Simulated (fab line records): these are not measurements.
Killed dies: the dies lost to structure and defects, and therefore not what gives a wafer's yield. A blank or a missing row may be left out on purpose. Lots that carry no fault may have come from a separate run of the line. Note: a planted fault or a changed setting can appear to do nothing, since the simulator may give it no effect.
Split-lot experiment + flow sfqLine + 5 lots, 23 wafers read, on a route of 325 steps

== THE SPLIT ==
At SFQ_TRILAYER_M0_LITHO_EXPOSE_022 (exposes mask M0, target cd 500 nm), the setting doseMj was moved away from the recipe's 14.4 on 7 of the 23 wafers read, by -4.0% to +1.9%. The other wafers ran this setting at the recipe's value.

== FROM THE SPLIT TO THE READING: what the file shows between them, 3 steps ==
- SFQ_TRILAYER_M0_LITHO_PEB_024: peb time 60 s
- SFQ_TRILAYER_M0_LITHO_DEVELOP_023: time 60 s
- SFQ_TRILAYER_M0_BARC_OPEN_METAL_ETCH_031: etches BARC in O2, target depth 125 nm, time 41.7 s

== THE READING ==
M0.cdNm (the simulator's own value, which no gauge read), in nm, at SFQ_TRILAYER_M0_ETCH_METAL_ETCH_024 (etches Nb in Cl2/Ar, stops on SiO2, target depth 240 nm, time 120 s). The file gives no usual value for it. Across the 16 wafers here that went through the recipe, the average is 500.4 nm and the standard deviation 1.8 nm.

| wafer  | tool, chamber at the split | doseMj as run | against the recipe | M0.cdNm, nm | against lot-mates on the recipe |
|--------|----------------------------|---------------|--------------------|-------------|---------------------------------|
| L074.1 | krfScanner-01, 0           | 14.4          | recipe             | 499.9       | -                               |
| L074.3 | krfScanner-01, 0           | 14.4          | recipe             | 499.2       | -                               |
| L074.4 | krfScanner-01, 0           | 13.82         | -4.0%              | 508.2       | +8.4                            |
| L074.5 | krfScanner-01, 0           | 14.4          | recipe             | 500.4       | -                               |
| L074.6 | krfScanner-01, 0           | 13.82         | -4.0%              | 508.1       | +8.3                            |
| L079.2 | krfScanner-01, 0           | 14.4          | recipe             | 498.4       | -                               |
| L079.3 | krfScanner-01, 0           | 14.4          | recipe             | 502.8       | -                               |
| L079.4 | krfScanner-01, 0           | 14.4          | recipe             | 498         | -                               |
| L079.5 | krfScanner-01, 0           | 14.4          | recipe             | 501.1       | -                               |
| L079.6 | krfScanner-01, 0           | 14.4          | recipe             | 500.2       | -                               |
| L081.2 | krfScanner-01, 0           | 14.4          | recipe             | 503.3       | -                               |
| L081.4 | krfScanner-01, 0           | 14.4          | recipe             | 503.3       | -                               |
| L081.3 | krfScanner-01, 0           | 14.4          | recipe             | 498.7       | -                               |
| L082.2 | krfScanner-01, 0           | 13.84         | -3.9%              | 506.4       | +5.6                            |
| L082.3 | krfScanner-01, 0           | 14.4          | recipe             | 501.9       | -                               |
| L082.4 | krfScanner-01, 0           | 14.4          | recipe             | 501.8       | -                               |
| L082.5 | krfScanner-01, 0           | 13.84         | -3.9%              | 509.6       | +8.8                            |
| L082.6 | krfScanner-01, 0           | 14.4          | recipe             | 498.7       | -                               |
| L083.1 | krfScanner-01, 0           | 14.4          | recipe             | 501.5       | -                               |
| L083.2 | krfScanner-01, 0           | 14.4          | recipe             | 497.5       | -                               |
| L083.3 | krfScanner-01, 0           | 14.67         | +1.9%              | 493.5       | -6.0                            |
| L083.4 | krfScanner-01, 0           | 14.67         | +1.9%              | 497.1       | -2.4                            |
| L083.6 | krfScanner-01, 0           | 14.67         | +1.9%              | 493.7       | -5.8                            |

FIT RESULTS
A straight line over all 23 wafers: M0.cdNm changes by -2.14 nm for each +1% of doseMj; r = -0.90; the points scatter about the line by 1.9 nm.
The same after taking each lot's own level away (the mean of its wafers on the recipe; 23 wafers): -2.07 nm for each +1%; r = -0.91; scatter 1.7 nm.
On that fit, the largest move of doseMj shifts the reading by 8.3 nm.
Across the lots, their own levels run from 499.50 to 501.77 nm, a range of 1.2 times the standard deviation given above.
Hence the lot-to-lot level has little effect on the slope; both slopes agree.
Check: +8.08 nm against its lot-mates is what the line predicts for one of the wafers moved furthest among these (-4.0%) when that wafer is left out of the fit. Against them it came out at +8.37 nm.

== THESE WAFERS: OTHER SPLITS ==
Other splits were also applied to these wafers ahead of the reading. Each is held against what the fit with the lots' levels taken away leaves over:
| other split on the same wafers                 | wafers away from the commonest value | r with M0.cdNm (lot level and that fit taken away) |
|------------------------------------------------|--------------------------------------|----------------------------------------------------|
| SFQ_TRILAYER_INCOMING_OXIDATION_002 oxTimeS    | 15                                   | -0.12                                              |
| SFQ_TRILAYER_L0_LITHO_PEB_008 pebTimeS         | 5                                    | +0.26                                              |
| SFQ_TRILAYER_L0_BARC_OPEN_METAL_ETCH_010 icpW  | 8                                    | +0.01                                              |
| SFQ_TRILAYER_L0_VIA_LITHO_COAT_018 resistThkNm | 8                                    | +0.16                                              |

== THE WHOLE CHAIN: every reading that the file lists as answering this split, in the file's order ==
| step                                     | what it does                                                        | reading                                                  | change (the file's fit)              | r (the file's) |
|------------------------------------------|---------------------------------------------------------------------|----------------------------------------------------------|--------------------------------------|----------------|
| SFQ_TRILAYER_M0_BARC_OPEN_METAL_ETCH_031 | etches BARC in O2, target depth 125 nm, time 41.7 s                 | M0.cdNm (the simulator's own value, which no gauge read) | -1.74 nm for each +1% of the setting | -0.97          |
| SFQ_TRILAYER_M0_ETCH_METAL_ETCH_024      | etches Nb in Cl2/Ar, stops on SiO2, target depth 240 nm, time 120 s | M0.cdNm (the simulator's own value, which no gauge read) | -2.02 nm for each +1% of the setting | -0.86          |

== FILE'S OWN FIT ==
M0.cdNm changes by -2.02 nm for each +1% of doseMj, r = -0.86.
